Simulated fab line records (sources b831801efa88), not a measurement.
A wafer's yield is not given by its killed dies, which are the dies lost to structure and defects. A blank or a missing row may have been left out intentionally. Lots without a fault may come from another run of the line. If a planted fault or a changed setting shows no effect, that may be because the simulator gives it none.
Which tool was responsible? + flow sky130 + Sampling: 7 lots, 21 wafers, 4 of 708 route steps

== WHAT THE GAUGES SHOWED, per wafer ==
SKY_METAL3_CD_MEAS_13: target cd 300 nm.
| lot  | measured     | on        | cd_nm (nm)        |
|------|--------------|-----------|-------------------|
| L233 | day 40 07:22 | cd_sem-02 | 299.4 299.4 298.4 |
| L235 | day 41 02:16 | cd_sem-01 | 299.3 299.2 298.7 |
| L244 | day 43 07:27 | cd_sem-02 | 302.1 301.2 300.6 |
| L245 | day 43 13:04 | cd_sem-02 | 301.1 301.7 300.2 |
| L247 | day 44 02:00 | cd_sem-02 | 300.6 299.5 299.1 |
| L251 | day 45 03:47 | cd_sem-02 | 300.1 301.9 301.5 |

== WHICH TOOL RAN EACH LOT (tool, then ch and the chambers of the sampled wafers, then the start) ==
| lot  | SKY_LI_CONTACT_STRIP_16              | SKY_VIA2_EXPOSE_09                | SKY_METAL3_SPUTTER_00        |
|------|--------------------------------------|-----------------------------------|------------------------------|
| L233 | plasma_asher-02 ch 0,1, day 30 20:58 | krf_scanner-01 ch 0, day 37 12:57 | pvd_sputter-01, day 38 03:22 |
| L235 | plasma_asher-01 ch 0,1, day 31 18:07 | krf_scanner-02 ch 0, day 38 07:38 | pvd_sputter-02, day 38 21:43 |
| L238 | plasma_asher-02 ch 0,1, day 32 04:06 | krf_scanner-02, day 38 17:40      | -                            |
| L244 | plasma_asher-01 ch 0,1, day 34 06:45 | krf_scanner-02 ch 0, day 40 17:01 | pvd_sputter-03, day 41 06:49 |
| L245 | plasma_asher-01 ch 0,1, day 34 12:35 | krf_scanner-01 ch 0, day 40 21:24 | pvd_sputter-02, day 41 11:21 |
| L247 | plasma_asher-03 ch 0,1, day 35 05:11 | krf_scanner-01 ch 0, day 41 12:37 | pvd_sputter-03, day 42 02:22 |
| L251 | plasma_asher-02 ch 0,1, day 36 09:07 | krf_scanner-01 ch 0, day 42 15:29 | pvd_sputter-02, day 43 04:33 |
- SKY_LI_CONTACT_STRIP_16: strips in O2/N2.
- SKY_VIA2_EXPOSE_09: exposes mask VIM2, target cd 200 nm.
- SKY_METAL3_SPUTTER_00: material Ti, target thk 15 nm, time 10 s.

== THE ANSWER, worked out from the rows above alone ==
Rule: the lots themselves supply what counts as usual. Put in order of their means at a reading, lots are off if they are a third of the lots or fewer, leave a main group of 4 or more, and stand apart from it by a gap of 3 or more times the standard deviation of the main group's means; of several such gaps the widest counts. Not used: any main group whose means are identical at the precision the tables above print for the reading. Also off: a lot with no number at a reading for which 4 or more lots have one. All remaining lots with rows at the step are treated as sound.
Nothing can be told from this: no lot is off at any reading shown.

== WHAT HAD BEEN PUT IN BY THE SIMULATOR ==
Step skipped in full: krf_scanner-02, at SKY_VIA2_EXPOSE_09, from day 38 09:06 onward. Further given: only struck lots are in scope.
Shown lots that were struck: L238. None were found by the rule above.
